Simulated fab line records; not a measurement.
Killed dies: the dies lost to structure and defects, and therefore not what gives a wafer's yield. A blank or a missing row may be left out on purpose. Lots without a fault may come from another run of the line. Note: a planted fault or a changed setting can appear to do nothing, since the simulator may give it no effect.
fab line records / flow sky130
[record] lots = 6 wafers = 18 last-day = 50
route steps=708 shown POLY_GATE@235 LDD_N@237 PAD_OPEN@708
lots untouched by any fault: they come from a run of this same line in which no faults occurred
start-h: start of the lot's first displayed wafer, in hours after the record's first day / wait-h: hours elapsed since this lot's preceding step / " the same as in the row above / L1.1+2: a single row standing in for several wafers / - either no value or no given start / * or withheld: withheld / < > ~ a bound
route shown NAME@n: NAME is a module with steps in the file, n the number in the route of the first one / usual: mean and standard deviation over wafers with no fault / same: alike in all rows / chamber/n: place in a boat / sites: readings site by site / _std_site: their standard deviation / _edge_site: mean of outer sites minus mean of inner sites / radius-mm: how far each site lies from the wafer's centre / mask NAME#n: copy n / behind: the tool/chamber that last shaped the wafer / hold: reason for holding the lot/hours on hold/outcome of the hold / device: transistor that didn't switch, given as n, p or np / end of line: tests of these same wafers at the route's end / a step with no rows: only its recipe / killed: count of dies lost to structure and defects at first sort (not the wafer's yield) / map: a wafer's dies, x killed, . not, _ none there
set.NAME: the run value of the setting; set.NAME@STEP: its run value at that earlier step / model.NAME: the simulator's own value behind a step, which no gauge read
a table for each step, a row for each wafer; lots at some steps of the route
services: when a tool's chamber went out of use (start-h, in hours from the record's first day, below 0 if earlier), for how many hours, and the reason
[[steps]]
[step SKY_POLY_GATE_THK_MEAS_21]
[recipe] reads = SiO2_of_POLY_GATE_OXIDATION_20
[usual] POLY_GATE_OXIDATION_THK = 4.00/0.08
lot.wafer=L714.1 tool=film-metro-04 chamber=- start-h=425.12 wait-h=0.0 POLY_GATE_OXIDATION_THK[nm]=3.94
lot.wafer=L714.2 tool=film-metro-04 chamber=- start-h=425.12 wait-h=0.0 POLY_GATE_OXIDATION_THK[nm]=4.06
lot.wafer=L714.5 tool=film-metro-04 chamber=- start-h=425.12 wait-h=0.0 POLY_GATE_OXIDATION_THK[nm]=4.00
lot.wafer=L716.2 tool=film-metro-03 chamber=- start-h=440.15 wait-h=0.0 POLY_GATE_OXIDATION_THK[nm]=4.15
lot.wafer=L716.3 tool=film-metro-03 chamber=- start-h=440.15 wait-h=0.0 POLY_GATE_OXIDATION_THK[nm]=4.15
lot.wafer=L716.5 tool=film-metro-03 chamber=- start-h=440.15 wait-h=0.0 POLY_GATE_OXIDATION_THK[nm]=4.12
lot.wafer=L719.1 tool=film-metro-03 chamber=- start-h=473.08 wait-h=0.0 POLY_GATE_OXIDATION_THK[nm]=4.07
lot.wafer=L719.2 tool=film-metro-03 chamber=- start-h=473.08 wait-h=0.0 POLY_GATE_OXIDATION_THK[nm]=4.06
lot.wafer=L719.4 tool=film-metro-03 chamber=- start-h=473.08 wait-h=0.0 POLY_GATE_OXIDATION_THK[nm]=4.15
lot.wafer=L720.1 tool=film-metro-03 chamber=- start-h=479.01 wait-h=0.0 POLY_GATE_OXIDATION_THK[nm]=3.86
lot.wafer=L720.3 tool=film-metro-03 chamber=- start-h=479.01 wait-h=0.0 POLY_GATE_OXIDATION_THK[nm]=3.91
lot.wafer=L720.6 tool=film-metro-03 chamber=- start-h=479.01 wait-h=0.0 POLY_GATE_OXIDATION_THK[nm]=3.84
lot.wafer=L729.1 tool=film-metro-03 chamber=- start-h=551.91 wait-h=0.0 POLY_GATE_OXIDATION_THK[nm]=3.99
lot.wafer=L729.3 tool=film-metro-03 chamber=- start-h=551.91 wait-h=0.0 POLY_GATE_OXIDATION_THK[nm]=3.94
lot.wafer=L729.4 tool=film-metro-03 chamber=- start-h=551.91 wait-h=0.0 POLY_GATE_OXIDATION_THK[nm]=4.01
lot.wafer=L732.2 tool=film-metro-03 chamber=- start-h=576.88 wait-h=0.0 POLY_GATE_OXIDATION_THK[nm]=4.01
lot.wafer=L732.3 tool=film-metro-03 chamber=- start-h=576.88 wait-h=0.0 POLY_GATE_OXIDATION_THK[nm]=3.99
lot.wafer=L732.6 tool=film-metro-03 chamber=- start-h=576.88 wait-h=0.0 POLY_GATE_OXIDATION_THK[nm]=4.02
[step SKY_POLY_GATE_CD_MEAS_22]
[usual] cd-nm = 149.7/1.7
lot.wafer=L714.1 tool=cd-sem-01 chamber=- start-h=425.18 wait-h=0.1 cd-nm=144.8
lot.wafer=L714.2 tool=cd-sem-01 chamber=- start-h=425.18 wait-h=0.1 cd-nm=149.4
lot.wafer=L714.5 tool=cd-sem-01 chamber=- start-h=425.18 wait-h=0.1 cd-nm=149.0
lot.wafer=L716.2 tool=cd-sem-01 chamber=- start-h=440.23 wait-h=0.1 cd-nm=149.1
lot.wafer=L716.3 tool=cd-sem-01 chamber=- start-h=440.23 wait-h=0.1 cd-nm=150.4
lot.wafer=L716.5 tool=cd-sem-01 chamber=- start-h=440.23 wait-h=0.1 cd-nm=149.9
lot.wafer=L719.1 tool=cd-sem-02 chamber=- start-h=473.14 wait-h=0.1 cd-nm=150.8
lot.wafer=L719.2 tool=cd-sem-02 chamber=- start-h=473.14 wait-h=0.1 cd-nm=149.9
lot.wafer=L719.4 tool=cd-sem-02 chamber=- start-h=473.14 wait-h=0.1 cd-nm=148.5
lot.wafer=L720.1 tool=cd-sem-02 chamber=- start-h=479.07 wait-h=0.1 cd-nm=149.3
lot.wafer=L720.3 tool=cd-sem-02 chamber=- start-h=479.07 wait-h=0.1 cd-nm=151.2
lot.wafer=L720.6 tool=cd-sem-02 chamber=- start-h=479.07 wait-h=0.1 cd-nm=150.3
lot.wafer=L729.1 tool=cd-sem-02 chamber=- start-h=551.97 wait-h=0.1 cd-nm=148.3
lot.wafer=L729.3 tool=cd-sem-02 chamber=- start-h=551.97 wait-h=0.1 cd-nm=149.5
lot.wafer=L729.4 tool=cd-sem-02 chamber=- start-h=551.97 wait-h=0.1 cd-nm=147.7
lot.wafer=L732.2 tool=cd-sem-01 chamber=- start-h=576.96 wait-h=0.1 cd-nm=149.0
lot.wafer=L732.3 tool=cd-sem-01 chamber=- start-h=576.96 wait-h=0.1 cd-nm=150.8
lot.wafer=L732.6 tool=cd-sem-01 chamber=- start-h=576.96 wait-h=0.1 cd-nm=149.7
[step SKY_LDD_N_DEHYDRATE_00]
[recipe] temp-c = 200 time-s = 60
[step SKY_LDD_N_HMDS_01]
[recipe] prime-time-s = 60 prime-temp-c = 120
[step SKY_LDD_N_COAT_02]
[recipe] resist = NOVOLAK spin-rpm = 3000 resist-thk-nm = 300
[step SKY_LDD_N_SOFTBAKE_03]
[recipe] temp-c = 90 time-s = 60 resist = NOVOLAK
[step SKY_LDD_N_EXPOSE_04]
[recipe] mask-id = NTM target-cd-nm = 840 na = 0.6 source-shape = conventional sigma-outer = 0.6 dose-mj = 110
[step SKY_LDD_N_PEB_05]
[recipe] temp-c = withheld time-s = * resist = NOVOLAK
[step SKY_LDD_N_DEVELOP_06]
[recipe] develop-time-s = 60 dev-temp-c = 23
[step SKY_LDD_N_OVL_MEAS_07]
[usual] LDD_N_OVL = -1.3/1.2
lot.wafer=L714.1 tool=overlay-01 chamber=- start-h=455.47 wait-h=0.1 LDD_N_OVL[nm]=-1.6
lot.wafer=L714.2 tool=overlay-01 chamber=- start-h=455.47 wait-h=0.1 LDD_N_OVL[nm]=-1.8
lot.wafer=L714.5 tool=overlay-01 chamber=- start-h=455.47 wait-h=0.1 LDD_N_OVL[nm]=0.0
lot.wafer=L716.2 tool=overlay-02 chamber=- start-h=470.97 wait-h=0.1 LDD_N_OVL[nm]=-3.2
lot.wafer=L716.3 tool=overlay-02 chamber=- start-h=470.97 wait-h=0.1 LDD_N_OVL[nm]=-2.4
lot.wafer=L716.5 tool=overlay-02 chamber=- start-h=470.97 wait-h=0.1 LDD_N_OVL[nm]=-3.2
lot.wafer=L719.1 tool=overlay-01 chamber=- start-h=503.86 wait-h=0.1 LDD_N_OVL[nm]=-1.1
lot.wafer=L719.2 tool=overlay-01 chamber=- start-h=503.86 wait-h=0.1 LDD_N_OVL[nm]=0.2
lot.wafer=L719.4 tool=overlay-01 chamber=- start-h=503.86 wait-h=0.1 LDD_N_OVL[nm]=-0.5
lot.wafer=L720.1 tool=overlay-01 chamber=- start-h=509.83 wait-h=0.1 LDD_N_OVL[nm]=-1.6
lot.wafer=L720.3 tool=overlay-01 chamber=- start-h=509.83 wait-h=0.1 LDD_N_OVL[nm]=-1.6
lot.wafer=L720.6 tool=overlay-01 chamber=- start-h=509.83 wait-h=0.1 LDD_N_OVL[nm]=-2.2
lot.wafer=L729.1 tool=overlay-02 chamber=- start-h=581.81 wait-h=0.1 LDD_N_OVL[nm]=0.3
lot.wafer=L729.3 tool=overlay-02 chamber=- start-h=581.81 wait-h=0.1 LDD_N_OVL[nm]=0.9
lot.wafer=L729.4 tool=overlay-02 chamber=- start-h=581.81 wait-h=0.1 LDD_N_OVL[nm]=1.5
lot.wafer=L732.2 tool=overlay-02 chamber=- start-h=605.82 wait-h=0.1 LDD_N_OVL[nm]=-0.1
lot.wafer=L732.3 tool=overlay-02 chamber=- start-h=605.82 wait-h=0.1 LDD_N_OVL[nm]=0.6
lot.wafer=L732.6 tool=overlay-02 chamber=- start-h=605.82 wait-h=0.1 LDD_N_OVL[nm]=-0.1
[step SKY_LDD_N_IMPLANT_08]
[recipe] species = As energy-kev = 20 dose-cm2 = 7.5e+13 tilt-deg = withheld rotation-deg = 23
[step SKY_LDD_N_IMPLANT_09]
[recipe] species = As energy-kev = 20 dose-cm2 = 7.5e+13 tilt-deg = withheld rotation-deg = 113
[step SKY_LDD_N_IMPLANT_10]
[recipe] species = As energy-kev = 20 dose-cm2 = 7.5e+13 tilt-deg = withheld rotation-deg = 203
[usual] dose-ions-cm2 = 7.497e+13/8.8e+10 rotation-deg = 203.00/0.043
lot.wafer=L714.1 tool=implanter-04 chamber=0 start-h=455.81 wait-h=0.1 dose-ions-cm2=7.498e+13 rotation-deg=202.93
lot.wafer=L714.2 tool=implanter-04 chamber=0 start-h=455.81 wait-h=0.1 dose-ions-cm2=7.486e+13 rotation-deg=203.03
lot.wafer=L714.5 tool=implanter-04 chamber=0 start-h=455.81 wait-h=0.1 dose-ions-cm2=7.489e+13 rotation-deg=203.01
lot.wafer=L716.2 tool=implanter-01 chamber=0 start-h=471.32 wait-h=0.1 dose-ions-cm2=7.502e+13 rotation-deg=203.00
lot.wafer=L716.3 tool=implanter-01 chamber=0 start-h=471.32 wait-h=0.1 dose-ions-cm2=7.513e+13 rotation-deg=202.98
lot.wafer=L716.5 tool=implanter-01 chamber=0 start-h=471.32 wait-h=0.1 dose-ions-cm2=7.501e+13 rotation-deg=203.02
lot.wafer=L719.1 tool=implanter-01 chamber=0 start-h=504.20 wait-h=0.1 dose-ions-cm2=7.508e+13 rotation-deg=281.87
lot.wafer=L719.2 tool=implanter-01 chamber=0 start-h=504.20 wait-h=0.1 dose-ions-cm2=7.514e+13 rotation-deg=281.89
lot.wafer=L719.4 tool=implanter-01 chamber=0 start-h=504.20 wait-h=0.1 dose-ions-cm2=7.514e+13 rotation-deg=281.88
lot.wafer=L720.1 tool=implanter-01 chamber=0 start-h=510.16 wait-h=0.1 dose-ions-cm2=7.497e+13 rotation-deg=281.84
lot.wafer=L720.3 tool=implanter-01 chamber=0 start-h=510.16 wait-h=0.1 dose-ions-cm2=7.502e+13 rotation-deg=281.89
lot.wafer=L720.6 tool=implanter-01 chamber=0 start-h=510.16 wait-h=0.1 dose-ions-cm2=7.486e+13 rotation-deg=281.86
lot.wafer=L729.1 tool=implanter-03 chamber=0 start-h=582.15 wait-h=0.1 dose-ions-cm2=7.507e+13 rotation-deg=203.05
lot.wafer=L729.3 tool=implanter-03 chamber=0 start-h=582.15 wait-h=0.1 dose-ions-cm2=7.488e+13 rotation-deg=203.02
lot.wafer=L729.4 tool=implanter-03 chamber=0 start-h=582.15 wait-h=0.1 dose-ions-cm2=7.494e+13 rotation-deg=202.97
lot.wafer=L732.2 tool=implanter-01 chamber=0 start-h=606.17 wait-h=0.1 dose-ions-cm2=7.491e+13 rotation-deg=202.98
lot.wafer=L732.3 tool=implanter-01 chamber=0 start-h=606.17 wait-h=0.1 dose-ions-cm2=7.499e+13 rotation-deg=202.98
lot.wafer=L732.6 tool=implanter-01 chamber=0 start-h=606.17 wait-h=0.1 dose-ions-cm2=7.498e+13 rotation-deg=202.98
[step SKY_LDD_N_IMPLANT_11]
[recipe] species = As energy-kev = 20 dose-cm2 = 7.5e+13 tilt-deg = withheld rotation-deg = 293
[step SKY_PAD_OPEN_PROBE_99]
[usual] killed_at_M0_to_M3 = 43/6.5 killed_at_M4_up = 3.2/1.9 killed-at-contacts = 25/5.5 killed-at-front-end = 14/4.2 killed-at-other = 0.2/0.44 killed-dies = 85/8.5 killed-open = 47/7 killed-short = 39/6.3
[same] gross-dies = 492 killed-at-back-side = 0
lot.wafer=L714.1 tool=prober-01 chamber=- start-h=1114.64 wait-h=0.1 killed_at_M0_to_M3=29 killed_at_M4_up=4 killed-at-contacts=36 killed-at-front-end=12 killed-at-other=0 killed-dies=81 killed-open=43 killed-short=38 model.etest.nfet_01v8_swapped.vt-sat-v=0.6466
lot.wafer=L714.2 tool=prober-01 chamber=- start-h=1114.69 wait-h=0.1 killed_at_M0_to_M3=38 killed_at_M4_up=1 killed-at-contacts=36 killed-at-front-end=17 killed-at-other=0 killed-dies=92 killed-open=52 killed-short=40 model.etest.nfet_01v8_swapped.vt-sat-v=0.6589
lot.wafer=L714.5 tool=prober-01 chamber=- start-h=1114.84 wait-h=0.2 killed_at_M0_to_M3=39 killed_at_M4_up=2 killed-at-contacts=27 killed-at-front-end=14 killed-at-other=0 killed-dies=82 killed-open=45 killed-short=37 model.etest.nfet_01v8_swapped.vt-sat-v=0.6613
lot.wafer=L716.2 tool=prober-01 chamber=- start-h=1124.59 wait-h=0.1 killed_at_M0_to_M3=39 killed_at_M4_up=2 killed-at-contacts=27 killed-at-front-end=16 killed-at-other=0 killed-dies=84 killed-open=50 killed-short=34 model.etest.nfet_01v8_swapped.vt-sat-v=0.6431
lot.wafer=L716.3 tool=prober-01 chamber=- start-h=1124.64 wait-h=0.2 killed_at_M0_to_M3=44 killed_at_M4_up=0 killed-at-contacts=24 killed-at-front-end=20 killed-at-other=0 killed-dies=88 killed-open=60 killed-short=28 model.etest.nfet_01v8_swapped.vt-sat-v=0.6492
lot.wafer=L716.5 tool=prober-01 chamber=- start-h=1124.74 wait-h=0.2 killed_at_M0_to_M3=34 killed_at_M4_up=4 killed-at-contacts=24 killed-at-front-end=11 killed-at-other=0 killed-dies=73 killed-open=46 killed-short=27 model.etest.nfet_01v8_swapped.vt-sat-v=0.6549
lot.wafer=L719.1 tool=prober-02 chamber=- start-h=1147.71 wait-h=0.1 killed_at_M0_to_M3=47 killed_at_M4_up=5 killed-at-contacts=22 killed-at-front-end=9 killed-at-other=0 killed-dies=83 killed-open=47 killed-short=36 model.etest.nfet_01v8_swapped.vt-sat-v=0.67
lot.wafer=L719.2 tool=prober-02 chamber=- start-h=1147.76 wait-h=0.1 killed_at_M0_to_M3=50 killed_at_M4_up=1 killed-at-contacts=27 killed-at-front-end=7 killed-at-other=0 killed-dies=85 killed-open=51 killed-short=34 model.etest.nfet_01v8_swapped.vt-sat-v=0.6608
lot.wafer=L719.4 tool=prober-02 chamber=- start-h=1147.86 wait-h=0.2 killed_at_M0_to_M3=50 killed_at_M4_up=2 killed-at-contacts=15 killed-at-front-end=8 killed-at-other=0 killed-dies=75 killed-open=39 killed-short=36 model.etest.nfet_01v8_swapped.vt-sat-v=0.6612
lot.wafer=L720.1 tool=prober-01 chamber=- start-h=1150.83 wait-h=0.1 killed_at_M0_to_M3=43 killed_at_M4_up=4 killed-at-contacts=20 killed-at-front-end=12 killed-at-other=0 killed-dies=79 killed-open=38 killed-short=41 model.etest.nfet_01v8_swapped.vt-sat-v=0.667
lot.wafer=L720.3 tool=prober-01 chamber=- start-h=1150.93 wait-h=0.2 killed_at_M0_to_M3=42 killed_at_M4_up=2 killed-at-contacts=29 killed-at-front-end=8 killed-at-other=0 killed-dies=81 killed-open=42 killed-short=39 model.etest.nfet_01v8_swapped.vt-sat-v=0.6619
lot.wafer=L720.6 tool=prober-01 chamber=- start-h=1151.08 wait-h=0.2 killed_at_M0_to_M3=37 killed_at_M4_up=3 killed-at-contacts=21 killed-at-front-end=12 killed-at-other=0 killed-dies=73 killed-open=49 killed-short=24 model.etest.nfet_01v8_swapped.vt-sat-v=0.6821
lot.wafer=L729.1 tool=prober-02 chamber=- start-h=1193.10 wait-h=0.1 killed_at_M0_to_M3=44 killed_at_M4_up=5 killed-at-contacts=30 killed-at-front-end=18 killed-at-other=0 killed-dies=97 killed-open=50 killed-short=47 model.etest.nfet_01v8_swapped.vt-sat-v=0.6444
lot.wafer=L729.3 tool=prober-02 chamber=- start-h=1193.20 wait-h=0.2 killed_at_M0_to_M3=37 killed_at_M4_up=1 killed-at-contacts=33 killed-at-front-end=22 killed-at-other=1 killed-dies=94 killed-open=45 killed-short=49 model.etest.nfet_01v8_swapped.vt-sat-v=0.6405
lot.wafer=L729.4 tool=prober-02 chamber=- start-h=1193.25 wait-h=0.2 killed_at_M0_to_M3=42 killed_at_M4_up=5 killed-at-contacts=30 killed-at-front-end=14 killed-at-other=0 killed-dies=91 killed-open=50 killed-short=41 model.etest.nfet_01v8_swapped.vt-sat-v=0.6425
lot.wafer=L732.2 tool=prober-01 chamber=- start-h=1206.29 wait-h=0.1 killed_at_M0_to_M3=46 killed_at_M4_up=2 killed-at-contacts=25 killed-at-front-end=15 killed-at-other=0 killed-dies=88 killed-open=48 killed-short=40 model.etest.nfet_01v8_swapped.vt-sat-v=0.6519
lot.wafer=L732.3 tool=prober-01 chamber=- start-h=1206.34 wait-h=0.2 killed_at_M0_to_M3=36 killed_at_M4_up=4 killed-at-contacts=25 killed-at-front-end=9 killed-at-other=0 killed-dies=74 killed-open=40 killed-short=34 model.etest.nfet_01v8_swapped.vt-sat-v=0.6493
lot.wafer=L732.6 tool=prober-01 chamber=- start-h=1206.49 wait-h=0.2 killed_at_M0_to_M3=39 killed_at_M4_up=3 killed-at-contacts=28 killed-at-front-end=22 killed-at-other=0 killed-dies=92 killed-open=52 killed-short=40 model.etest.nfet_01v8_swapped.vt-sat-v=0.6384
// killed by level:class
L714.1 CONTACT:geometric-particle:open=16 CONTACT:geometric-particle:short=9 VIA1:geometric-particle:open=8 METAL1:geometric-particle:short=6 LI_CONTACT:geometric-particle:open=5 POLY_GATE:geometric-particle:open=4 VIA2:geometric-particle:open=4 LOCAL_INTERCONNECT:geometric-particle:short=4
L714.2 CONTACT:geometric-particle:open=15 LI_CONTACT:geometric-particle:open=7 VIA1:geometric-particle:open=7 METAL2:geometric-particle:short=6 CONTACT:geometric-particle:short=6 LOCAL_INTERCONNECT:geometric-particle:short=5 METAL1:geometric-particle:short=5 FIELD_ISO:geometric-particle:open=4
L714.5 CONTACT:geometric-particle:open=11 CONTACT:geometric-particle:short=7 VIA3:geometric-particle:open=7 VIA1:geometric-particle:open=5 METAL1:geometric-particle:short=5 POLY_GATE:geometric-particle:short=4 SPACER:geometric-particle:open=4 LI_CONTACT:geometric-particle:open=4
L716.2 VIA3:geometric-particle:open=12 CONTACT:geometric-particle:open=9 CONTACT:geometric-particle:short=8 VIA1:geometric-particle:open=6 VIA2:geometric-particle:open=6 LI_CONTACT:geometric-particle:open=6 VIA3:geometric-particle:short=5 POLY_GATE:geometric-particle:short=4
L716.3 VIA1:geometric-particle:open=13 CONTACT:geometric-particle:open=12 FIELD_ISO:geometric-particle:open=9 VIA3:geometric-particle:open=7 METAL2:geometric-particle:short=6 VIA2:geometric-particle:open=6 LI_CONTACT:geometric-particle:open=4 FIELD_ISO:geometric-particle:short=3
L716.5 CONTACT:geometric-particle:open=13 VIA1:geometric-particle:open=9 LI_CONTACT:geometric-particle:open=7 POLY_GATE:geometric-particle:short=6 VIA3:geometric-particle:open=6 METAL1:geometric-particle:short=4 METAL2:geometric-particle:short=4 VIA2:geometric-particle:open=4
L719.1 VIA1:geometric-particle:open=12 VIA2:geometric-particle:open=10 CONTACT:geometric-particle:open=9 VIA1:geometric-particle:short=5 LI_CONTACT:geometric-particle:open=5 VIA3:geometric-particle:short=5 CONTACT:geometric-particle:short=4 VIA2:geometric-particle:short=4
L719.2 CONTACT:geometric-particle:open=12 VIA1:geometric-particle:open=12 VIA2:geometric-particle:open=8 LI_CONTACT:geometric-particle:open=6 METAL1:geometric-particle:short=6 CONTACT:geometric-particle:short=5 VIA2:geometric-particle:short=5 METAL1:geometric-particle:open=4
L719.4 METAL2:geometric-particle:short=12 VIA2:geometric-particle:open=7 VIA3:geometric-particle:open=7 CONTACT:geometric-particle:open=6 VIA2:geometric-particle:short=5 FIELD_ISO:geometric-particle:open=4 LOCAL_INTERCONNECT:geometric-particle:short=4 VIA1:geometric-particle:short=4
L720.1 VIA1:geometric-particle:open=8 CONTACT:geometric-particle:open=7 VIA2:geometric-particle:open=6 METAL1:geometric-particle:short=6 VIA1:geometric-particle:short=6 METAL2:geometric-particle:short=6 CONTACT:geometric-particle:short=5 LI_CONTACT:geometric-particle:open=4
L720.3 CONTACT:geometric-particle:open=9 LOCAL_INTERCONNECT:geometric-particle:short=8 VIA1:geometric-particle:open=7 VIA3:geometric-particle:open=7 LI_CONTACT:geometric-particle:open=6 CONTACT:geometric-particle:short=6 VIA1:geometric-particle:short=5 METAL1:geometric-particle:short=4
L720.6 VIA1:geometric-particle:open=10 VIA2:geometric-particle:open=8 CONTACT:geometric-particle:open=7 FIELD_ISO:geometric-particle:open=6 LI_CONTACT:geometric-particle:open=6 VIA1:geometric-particle:short=4 VIA3:geometric-particle:open=4 LI_CONTACT:geometric-particle:short=3
L729.1 LI_CONTACT:geometric-particle:open=14 METAL2:geometric-particle:short=8 VIA3:geometric-particle:open=8 POLY_GATE:geometric-particle:short=7 VIA1:geometric-particle:open=7 LOCAL_INTERCONNECT:geometric-particle:short=5 VIA2:geometric-particle:open=5 LI_CONTACT:geometric-particle:short=4
L729.3 LI_CONTACT:geometric-particle:open=11 CONTACT:geometric-particle:open=8 METAL2:geometric-particle:short=7 VIA1:geometric-particle:open=7 POLY_GATE:geometric-particle:short=6 VIA2:geometric-particle:short=6 FIELD_ISO:geometric-particle:open=5 POLY_GATE:geometric-particle:open=5
L729.4 CONTACT:geometric-particle:open=11 LI_CONTACT:geometric-particle:open=9 VIA1:geometric-particle:open=9 METAL1:geometric-particle:short=7 VIA2:geometric-particle:open=6 FIELD_ISO:geometric-particle:open=5 METAL2:geometric-particle:short=5 CONTACT:geometric-particle:short=5
L732.2 VIA1:geometric-particle:open=13 CONTACT:geometric-particle:open=10 METAL1:geometric-particle:short=8 VIA2:geometric-particle:open=8 LI_CONTACT:geometric-particle:open=6 METAL2:geometric-particle:short=4 VIA3:geometric-particle:short=4 POLY_GATE:geometric-particle:short=3
L732.3 CONTACT:geometric-particle:open=10 VIA1:geometric-particle:open=10 LI_CONTACT:geometric-particle:open=5 LOCAL_INTERCONNECT:geometric-particle:short=4 METAL4:geometric-particle:short=4 CONTACT:geometric-particle:short=4 METAL1:geometric-particle:short=4 VIA2:geometric-particle:short=4
L732.6 VIA1:geometric-particle:open=10 FIELD_ISO:geometric-particle:open=9 LI_CONTACT:geometric-particle:open=7 VIA2:geometric-particle:open=7 VIA3:geometric-particle:open=7 CONTACT:geometric-particle:short=6 CONTACT:geometric-particle:open=6 METAL2:geometric-particle:short=6
[[services]]
tool=implanter-03 chamber=- start-h=450.06 hours=6.0 kind=pm
tool=implanter-01 chamber=- start-h=462.93 hours=1.4 kind=repair
tool=implanter-01 chamber=- start-h=482.20 hours=1.6 kind=repair
tool=implanter-03 chamber=- start-h=560.48 hours=12.0 kind=pm
tool=implanter-04 chamber=- start-h=577.35 hours=17.1 kind=pm
tool=implanter-03 chamber=- start-h=583.63 hours=3.0 kind=repair
tool=implanter-03 chamber=- start-h=588.26 hours=1.7 kind=repair
[[key]]
[first-sign] step = SKY_LDD_N_IMPLANT_10 reading = rotation-deg direction = up sigmas = 99+ usual = 203.00 struck = 281.87
effect none on later readings
[model-effect] step = SKY_PAD_OPEN_PROBE_99 value = etest.nfet_01v8_swapped.vt-sat-v without = 0.6492 struck = 0.6672
met-at SKY_LDD_N_IMPLANT_10
struck-wafers L719.1,L719.2,L719.4,L720.1,L720.3,L720.6
tester-left-out L719,L720
onset-between 471.32 504.20
[fault] kind = process-parameter-drift tool = implanter-01 chamber = - onset-h = 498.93 steps = SKY_LDD_N_IMPLANT_10 channel = rotation-deg offset = 78.873 shape = step end-h = 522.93 acts-in = these-recipes-only stated = 203
// tester-left-out: of these lots the tester's yield and bins aren't shown, on N5 and GAA mostly nor the transistor test; their killed dies are dies lost to structure and defects alone, not to doping, threshold or leakage, so they don't give the yield
